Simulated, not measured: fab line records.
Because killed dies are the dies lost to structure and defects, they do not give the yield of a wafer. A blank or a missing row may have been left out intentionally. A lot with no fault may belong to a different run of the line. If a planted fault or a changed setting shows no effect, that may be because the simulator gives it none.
The same fault as seen by 2 desks    flow sky130    each desk has only its own numbers; what lay behind them comes last

## AT THE TOOL OWNER'S DESK: iline_stepper-01
The tool's own readings at SKY_RES_XHIGH_EXPOSE_04 (exposes mask URPM, target cd 1270 nm): means of the sampled wafers that have a number, for each lot that ran on this tool. The brackets show how far a lot's mean lies from the usual mean; more than 4 standard deviations puts the lot out of limits, marked OUT.
Columns: A = exposure_dose_mJ_cm2 at SKY_RES_XHIGH_EXPOSE_04, usual 140.00; B = focus_offset_nm at SKY_RES_XHIGH_EXPOSE_04, usual 0.0 nm
lot   first seen here  A       B
L855  day 26 10:10     139.97  0.0
L856  day 26 17:13     139.98  -0.8
L866  day 30 07:29     139.83  0.6
L869  day 31 07:54     140.03  -0.1
L870  day 31 12:57     140.07  -0.5
L871  day 32 06:54     140.01  -0.4
L872  day 32 09:31     140.39  -0.0
L873  day 32 13:14     139.98  -0.2
L875  day 32 22:54     139.94  0.3
Finding of this desk: none of the 9 lots has anything out of limits.

## AT THE METROLOGY DESK
What the gauges read, lot by lot, whatever tool the lot ran on: means of the sampled wafers that have a number. The brackets show how far a lot's mean lies from the usual mean; more than 4 standard deviations puts the lot out of limits, marked OUT.
Columns: A = POLY_CUT_OVL at SKY_POLY_CUT_OVL_MEAS_09, usual 1 nm; B = SD_P_OVL at SKY_SD_P_OVL_MEAS_08, usual -0.5 nm; C = RES_XHIGH_TW at SKY_RES_XHIGH_TW_MEAS_09, usual 1635; D = RES_XHIGH_RS at SKY_SD_N_RS_MEAS_18, usual 333.1 ohm/sq
lot   first seen here  A   B     C                     D
L855  day 24 14:06     2   -1.7  1628                  332.5
L856  day 24 21:14     -1  -0.9  1633                  331.8
L857  day 25 05:13     1   0.6   30 (-99 or more) OUT  -
L858  day 25 19:39     2   -0.7  30 (-99 or more) OUT  -
L859  day 26 04:51     4   -0.5  30 (-99 or more) OUT  -
L866  day 28 14:04     1   -1.2  1630                  332.7
L867  day 28 19:21     1   -1.4  1633                  335.8
L869  day 29 13:40     -2  -2.3  1628                  332.3
L870  day 29 19:21     -2  0.1   1618                  334.6
L871  day 30 13:31     2   1.0   1618                  334.3
L872  day 30 15:19     -0  0.4   1635                  335.2
L873  day 30 19:31     -3  -0.3  1632                  332.7
L874  day 31 04:18     -4  1.2   1636                  329.5
L875  day 31 06:22     3   -1.4  1631                  332.9
L877  day 31 17:46     7   -2.1  1634                  333.0
This desk's finding: out of limits on L857, L858, L859; first on L857, day 27 15:56 (RES_XHIGH_TW at SKY_RES_XHIGH_TW_MEAS_09). L855, L856, L866, L867, L869, L870, L871, L872, L873, L874, L875, L877: within limits.

## PUT TOGETHER
The metrology desk could have raised an alarm at day 27 15:56, on L857, L858, L859.
The tool owner's desk saw nothing out of limits.
The tool owner's desk has no number on record for L857, L858, L859.
Of the lots named, all ran SKY_RES_XHIGH_EXPOSE_04 on iline_stepper-01.

## WHAT THE SIMULATOR PUT IN
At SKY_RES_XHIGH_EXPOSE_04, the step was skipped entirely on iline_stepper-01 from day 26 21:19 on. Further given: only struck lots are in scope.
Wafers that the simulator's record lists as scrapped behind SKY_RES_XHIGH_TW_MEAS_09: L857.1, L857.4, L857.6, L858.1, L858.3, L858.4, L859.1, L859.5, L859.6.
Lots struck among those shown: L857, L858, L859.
Per desk, hours elapsed from the start of the fault to the first reading out of limits: for the metrology desk, 19.
